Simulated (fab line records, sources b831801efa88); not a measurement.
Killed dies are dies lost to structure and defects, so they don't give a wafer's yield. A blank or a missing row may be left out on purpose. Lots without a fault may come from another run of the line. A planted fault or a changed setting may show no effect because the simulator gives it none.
Which tool did it? | flow sky130 | 24 lots, 72 wafers sampled, at 6 steps of a route of 708

WHAT THE GAUGES READ, wafer by wafer
SKY_SD_N_RS_MEAS_18: measures by four-point-probe. Usual: RES_XHIGH_RS 327.4 ohm/sq, standard deviation 1.2.
lot  | measured     | on            | RES_XHIGH_RS (ohm/sq) | flag
L074 | day 28 04:17 | film_metro-01 | 327.4 327.3 327.2     |
L075 | day 28 07:45 | film_metro-02 | 326.2 325.7 326.7     |
L076 | day 28 11:56 | film_metro-02 | 326.1 327.1 326.4     |
L078 | day 28 14:23 | film_metro-01 | 327.5 327.2 327.7     |
L077 | day 29 02:45 | film_metro-01 | 328.5 328.2 327.2     |
L079 | day 29 06:41 | film_metro-03 | 327.8 327.4 328.7     |
L080 | day 29 16:29 | film_metro-01 | 328.1 329.2 327.4     |
L081 | day 30 12:52 | film_metro-01 | 328.0 326.7 327.2     |
L082 | day 30 14:21 | film_metro-01 | 328.3 328.5 327.0     |
L083 | day 30 17:22 | film_metro-03 | 326.8 327.8 326.9     |
L084 | day 31 02:06 | film_metro-03 | 325.1 324.9 325.6     |
L085 | day 31 09:14 | film_metro-01 | 329.2 329.3 328.6     |
L086 | day 31 16:05 | film_metro-01 | 327.2 326.8 327.1     |
L087 | day 32 01:24 | film_metro-02 | 326.1 326.5 327.2     |
L088 | day 32 14:43 | film_metro-03 | 328.3 327.9 328.1     |
L089 | day 32 20:25 | film_metro-03 | 325.9 327.2 327.3     |
L090 | day 33 04:34 | film_metro-03 | 328.5 329.2 328.0     |
L091 | day 33 15:28 | film_metro-02 | 327.4 327.4 326.7     |
L092 | day 33 17:02 | film_metro-01 | 328.7 329.4 327.8     |
L093 | day 34 02:15 | film_metro-01 | 328.9 329.1 330.2     |
L094 | day 34 04:48 | film_metro-02 | 325.3 325.5 324.1     |
L095 | day 34 16:18 | film_metro-01 | 329.5 327.9 327.9     |
L096 | day 34 23:12 | film_metro-03 | 326.8 325.1 326.3     |
L097 | day 35 16:14 | film_metro-01 | 327.3 326.8 325.4     |

SKY_LOCAL_INTERCONNECT_OVL_MEAS_12. Usual: LOCAL_INTERCONNECT_OVL -1 nm, standard deviation 4.
lot  | measured     | on         | LOCAL_INTERCONNECT_OVL (nm) | flag
L074 | day 30 14:22 | overlay-01 | 0 -3 -7                     |
L075 | day 30 18:08 | overlay-02 | 0 2 5                       |
L076 | day 30 21:35 | overlay-02 | -5 -5 1                     |
L078 | day 30 23:29 | overlay-01 | -2 -2 -7                    |
L077 | day 31 12:49 | overlay-01 | -2 5 0                      |
L079 | day 31 16:25 | overlay-02 | -10 -6 0                    |
L080 | day 32 01:26 | overlay-01 | 3 2 -5                      |
L081 | day 32 21:58 | overlay-02 | 2 4 -3                      |
L082 | day 32 22:38 | overlay-02 | -5 -1 -1                    |
L083 | day 33 01:56 | overlay-01 | 4 5 4                       |
L084 | day 33 09:40 | overlay-01 | 1 0 -7                      |
L085 | day 33 16:41 | overlay-01 | 6 2 3                       |
L086 | day 33 23:13 | overlay-02 | -7 -8 -8                    |
L087 | day 34 09:10 | overlay-02 | 1 1 3                       |
L088 | day 34 21:09 | overlay-01 | 0 1 2                       |
L089 | day 35 02:39 | overlay-01 | 4 3 1                       |
L090 | day 35 11:10 | overlay-01 | 1 -1 0                      |
L091 | day 35 21:38 | overlay-02 | 5 5 -1                      |
L092 | day 35 22:53 | overlay-01 | 0 3 2                       |
L093 | day 36 08:44 | overlay-01 | 2 6 1                       |
L094 | day 36 11:26 | overlay-02 | 7 2 -2                      |
L095 | day 36 22:26 | overlay-02 | 4 -2 -3                     |
L096 | day 37 05:27 | overlay-02 | -6 1 -6                     |
L097 | day 37 21:21 | overlay-01 | -1 3 0                      |

SKY_VIA1_OVL_MEAS_13. Usual: VIA1_OVL 2 nm, standard deviation 6.1.
lot  | measured     | on         | VIA1_OVL (nm) | flag
L074 | day 34 02:52 | overlay-02 | 3 4 -2        |
L075 | day 34 07:38 | overlay-01 | 2 -3 4        |
L076 | day 34 10:55 | overlay-02 | -5 -1 -2      |
L078 | day 34 12:32 | overlay-02 | 5 3 10        |
L077 | day 35 00:26 | overlay-02 | 10 12 6       |
L079 | day 35 04:59 | overlay-01 | -8 -6 3       |
L080 | day 35 13:32 | overlay-02 | 4 -4 6        |
L081 | day 36 09:17 | overlay-02 | 1 1 -1        |
L082 | day 36 09:55 | overlay-02 | 3 -3 -1       |
L083 | day 36 13:11 | overlay-01 | -3 4 -3       |
L084 | day 36 20:20 | overlay-02 | -3 -2 -4      |
L085 | day 37 03:50 | overlay-02 | -3 0 0        |
L086 | day 37 08:53 | overlay-01 | -5 -7 -8      |
L087 | day 37 20:33 | overlay-01 | 10 7 7        |
L088 | day 38 06:48 | overlay-02 | 0 8 2         |
L089 | day 38 11:45 | overlay-01 | -6 -8 -12     |
L090 | day 38 21:22 | overlay-01 | 3 1 10        |
L091 | day 39 08:23 | overlay-02 | -1 2 10       |
L092 | day 39 08:44 | overlay-01 | 6 12 9        |
L093 | day 39 16:32 | overlay-01 | -1 3 3        |
L094 | day 39 19:29 | overlay-02 | 11 7 7        |
L095 | day 40 05:26 | overlay-01 | 9 9 11        |
L096 | day 40 12:06 | overlay-01 | -9 -6 -10     |
L097 | day 41 03:31 | overlay-01 | 7 3 6         |

WHICH TOOL RAN EACH LOT (tool, then ch and the chambers of the sampled wafers, then the start)
lot  | SKY_LI_CONTACT_SPUTTER_20    | SKY_CONTACT_CMP_04            | SKY_CONTACT_STRIP_19
L074 | pvd_sputter-02, day 29 10:05 | cmp-01 ch 2,3, day 30 15:24   | plasma_asher-03 ch 0,1, day 31 19:13
L075 | pvd_sputter-03, day 29 13:19 | cmp-02 ch 0,1, day 30 19:07   | plasma_asher-03 ch 0,1, day 31 23:33
L076 | pvd_sputter-04, day 29 17:32 | cmp-02 ch 1,3, day 30 22:37   | plasma_asher-03 ch 0,1, day 32 02:19
L078 | pvd_sputter-03, day 29 19:19 | cmp-02 ch 0,1,3, day 31 00:41 | plasma_asher-03 ch 0, day 32 04:52
L077 | pvd_sputter-04, day 30 08:11 | cmp-02 ch 1,2,3, day 31 13:53 | plasma_asher-04 ch 0,1, day 32 17:22
L079 | pvd_sputter-03, day 30 12:05 | cmp-02 ch 0,1,2, day 31 17:23 | plasma_asher-03 ch 0,1, day 32 21:10
L080 | pvd_sputter-04, day 30 21:07 | cmp-02 ch 1,2, day 32 02:42   | plasma_asher-04 ch 0,1, day 33 05:55
L081 | pvd_sputter-04, day 31 17:50 | cmp-01 ch 0,1,3, day 32 22:58 | plasma_asher-01 ch 0,1, day 34 02:22
L082 | pvd_sputter-04, day 31 18:40 | cmp-02 ch 1,2,3, day 32 23:42 | plasma_asher-04 ch 0,1, day 34 02:45
L083 | pvd_sputter-04, day 31 22:19 | cmp-01 ch 0,1,3, day 33 03:29 | plasma_asher-01 ch 0,1, day 34 06:51
L084 | pvd_sputter-02, day 32 05:46 | cmp-02 ch 2,3, day 33 10:41   | plasma_asher-01 ch 0,1, day 34 13:21
L085 | pvd_sputter-03, day 32 13:40 | cmp-02 ch 0,1,3, day 33 17:50 | plasma_asher-04 ch 0,1, day 34 20:42
L086 | pvd_sputter-03, day 32 20:02 | cmp-02 ch 0,1, day 34 00:27   | plasma_asher-04 ch 0,1, day 35 03:01
L087 | pvd_sputter-02, day 33 06:01 | cmp-01 ch 0,1,3, day 34 10:15 | plasma_asher-04 ch 0,1, day 35 13:21
L088 | pvd_sputter-02, day 33 17:49 | cmp-01 ch 1,2, day 34 22:16   | plasma_asher-03 ch 0,1, day 36 00:34
L089 | pvd_sputter-04, day 33 23:47 | cmp-02 ch 0,1, day 35 03:39   | plasma_asher-04 ch 0,1, day 36 05:24
L090 | pvd_sputter-03, day 34 08:28 | cmp-01 ch 2,3, day 35 12:13   | plasma_asher-03 ch 0,1, day 36 15:03
L091 | pvd_sputter-03, day 34 18:49 | cmp-02 ch 0,2,3, day 35 22:40 | plasma_asher-01 ch 0,1, day 37 01:16
L092 | pvd_sputter-03, day 34 20:10 | cmp-02 ch 1,2,3, day 35 23:56 | plasma_asher-01 ch 0,1, day 37 02:16
L093 | pvd_sputter-04, day 35 05:46 | cmp-02 ch 1,2,3, day 36 09:47 | plasma_asher-01 ch 0,1, day 37 11:09
L094 | pvd_sputter-03, day 35 08:55 | cmp-01 ch 0,1,3, day 36 12:29 | plasma_asher-01 ch 0,1, day 37 14:40
L095 | pvd_sputter-02, day 35 19:32 | cmp-02 ch 0,1,3, day 36 23:41 | plasma_asher-04 ch 0,1, day 38 01:40
L096 | pvd_sputter-04, day 36 02:26 | cmp-01 ch 0,1,3, day 37 06:25 | plasma_asher-01 ch 0,1, day 38 08:48
L097 | pvd_sputter-04, day 36 18:50 | cmp-02 ch 0,2,3, day 37 22:25 | plasma_asher-04 ch 0,1, day 38 23:56
- SKY_LI_CONTACT_SPUTTER_20: material TiN, target thk 20 nm, time 80 s.
- SKY_CONTACT_CMP_04: polishes SiO2.
- SKY_CONTACT_STRIP_19: strips in O2/N2.

WHAT THE TOOLS THEMSELVES READ (means of the sampled wafers that have a number; where no wafer has one, the mark that the record gives instead)
SKY_LI_CONTACT_SPUTTER_20. Usual: throttle_valve_pct 30.1 %, standard deviation 1.
lot  | tool           | throttle_valve_pct (%) | flag
L074 | pvd_sputter-02 | 30.4                   |
L075 | pvd_sputter-03 | 30.6                   |
L076 | pvd_sputter-04 | 29.7                   |
L078 | pvd_sputter-03 | 29.7                   |
L077 | pvd_sputter-04 | 30.4                   |
L079 | pvd_sputter-03 | 30.7                   |
L080 | pvd_sputter-04 | 29.8                   |
L081 | pvd_sputter-04 | 29.4                   |
L082 | pvd_sputter-04 | 29.7                   |
L083 | pvd_sputter-04 | 30.3                   |
L084 | pvd_sputter-02 | 29.2                   |
L085 | pvd_sputter-03 | 30.2                   |
L086 | pvd_sputter-03 | 30.3                   |
L087 | pvd_sputter-02 | 30.6                   |
L088 | pvd_sputter-02 | 29.3                   |
L089 | pvd_sputter-04 | 30.5                   |
L090 | pvd_sputter-03 | 29.9                   |
L091 | pvd_sputter-03 | 29.2                   |
L092 | pvd_sputter-03 | 29.6                   |
L093 | pvd_sputter-04 | 30.2                   |
L094 | pvd_sputter-03 | 30.5                   |
L095 | pvd_sputter-02 | 30.5                   |
L096 | pvd_sputter-04 | 29.8                   |
L097 | pvd_sputter-04 | 31.2                   |

SKY_CONTACT_CMP_04. Usual: motor_current_A 12.9 A, standard deviation 1; time_to_endpoint_s 84 s, standard deviation 4.6.
lot  | tool   | motor_current_A (A) | time_to_endpoint_s (s) | flag
L074 | cmp-01 | 13.1                | 80                     |
L075 | cmp-02 | 13.2                | 84                     |
L076 | cmp-02 | 14.0                | 86                     |
L078 | cmp-02 | 13.4                | 88                     |
L077 | cmp-02 | 13.4                | 85                     |
L079 | cmp-02 | 12.6                | 83                     |
L080 | cmp-02 | 12.7                | 79                     |
L081 | cmp-01 | 11.6                | 80                     |
L082 | cmp-02 | 13.5                | 83                     |
L083 | cmp-01 | 11.9                | 82                     |
L084 | cmp-02 | 13.3                | 81                     |
L085 | cmp-02 | 13.6                | 84                     |
L086 | cmp-02 | 12.6                | 82                     |
L087 | cmp-01 | 12.2                | 87                     |
L088 | cmp-01 | 13.4                | 85                     |
L089 | cmp-02 | 12.6                | 84                     |
L090 | cmp-01 | 12.3                | 86                     |
L091 | cmp-02 | 13.5                | 82                     |
L092 | cmp-02 | 13.9                | 87                     |
L093 | cmp-02 | 13.5                | 87                     |
L094 | cmp-01 | 11.5                | 85                     |
L095 | cmp-02 | 13.3                | 82                     |
L096 | cmp-01 | 11.8                | 89                     |
L097 | cmp-02 | 13.3                | 87                     |

SKY_CONTACT_STRIP_19. Usual: drypump_motor_current_A 5.5 A, standard deviation 0.41; o2_flow_sccm 3000 sccm, standard deviation 8.1; oes_product_au 0.381 a.u., standard deviation 0.0045; strip_time_to_endpoint_s 3.66 s, standard deviation 0.033.
lot  | tool            | drypump_motor_current_A (A) | o2_flow_sccm (sccm) | oes_product_au (a.u.) | strip_time_to_endpoint_s (s) | flag
L074 | plasma_asher-03 | 4.8                         | 2999                | 0.383                 | 3.66                         |
L075 | plasma_asher-03 | 4.9                         | 3009                | 0.386                 | 3.69                         |
L076 | plasma_asher-03 | 4.9                         | 3004                | 0.383                 | 3.69                         |
L078 | plasma_asher-03 | 4.8                         | 2993                | 0.382                 | 3.65                         |
L077 | plasma_asher-04 | 5.7                         | 2991                | 0.385                 | 3.64                         |
L079 | plasma_asher-03 | 4.9                         | 3005                | 0.382                 | 3.63                         |
L080 | plasma_asher-04 | 5.7                         | 3003                | 0.382                 | 3.68                         |
L081 | plasma_asher-01 | 5.9                         | 2994                | 0.381                 | 3.68                         |
L082 | plasma_asher-04 | 5.6                         | 2988                | 0.379                 | 3.64                         |
L083 | plasma_asher-01 | 5.8                         | 2996                | 0.382                 | 3.64                         |
L084 | plasma_asher-01 | 5.8                         | 3007                | 0.378                 | 3.64                         |
L085 | plasma_asher-04 | 5.7                         | 3002                | 0.381                 | 3.67                         |
L086 | plasma_asher-04 | 5.7                         | 2999                | 0.381                 | 3.67                         |
L087 | plasma_asher-04 | 5.6                         | 2995                | 0.386                 | 3.72                         |
L088 | plasma_asher-03 | 4.9                         | 3012                | 0.382                 | 3.68                         |
L089 | plasma_asher-04 | 5.7                         | 3004                | 0.380                 | 3.66                         |
L090 | plasma_asher-03 | 4.9                         | 3000                | 0.381                 | 3.66                         |
L091 | plasma_asher-01 | 5.9                         | 2995                | 0.381                 | 3.68                         |
L092 | plasma_asher-01 | 5.9                         | 2998                | 0.380                 | 3.64                         |
L093 | plasma_asher-01 | 5.9                         | 2999                | 0.379                 | 3.65                         |
L094 | plasma_asher-01 | 5.8                         | 2996                | 0.380                 | 3.65                         |
L095 | plasma_asher-04 | 5.6                         | 2993                | 0.377                 | 3.68                         |
L096 | plasma_asher-01 | 5.9                         | 3008                | 0.384                 | 3.66                         |
L097 | plasma_asher-04 | 5.7                         | 2996                | 0.381                 | 3.66                         |

THE ANSWER, worked out from the rows above alone
Rule: a lot is off if the mean of its wafers that have a number lies more than 3 standard deviations from the usual mean. A lot without any number at a reading at which 4 lots or more have one is off too. The other lots that the step has rows for count as sound. The gauges are gone through in route order, then the tools' own readings, and for those a lot's mean is taken as printed above. The first step at which some lot is off is used, and at that step the reading that is off furthest; a lot without a number counts as furthest.
No lot is off at any reading shown: from this, nothing can be told.

WHAT THE SIMULATOR HAD PUT IN
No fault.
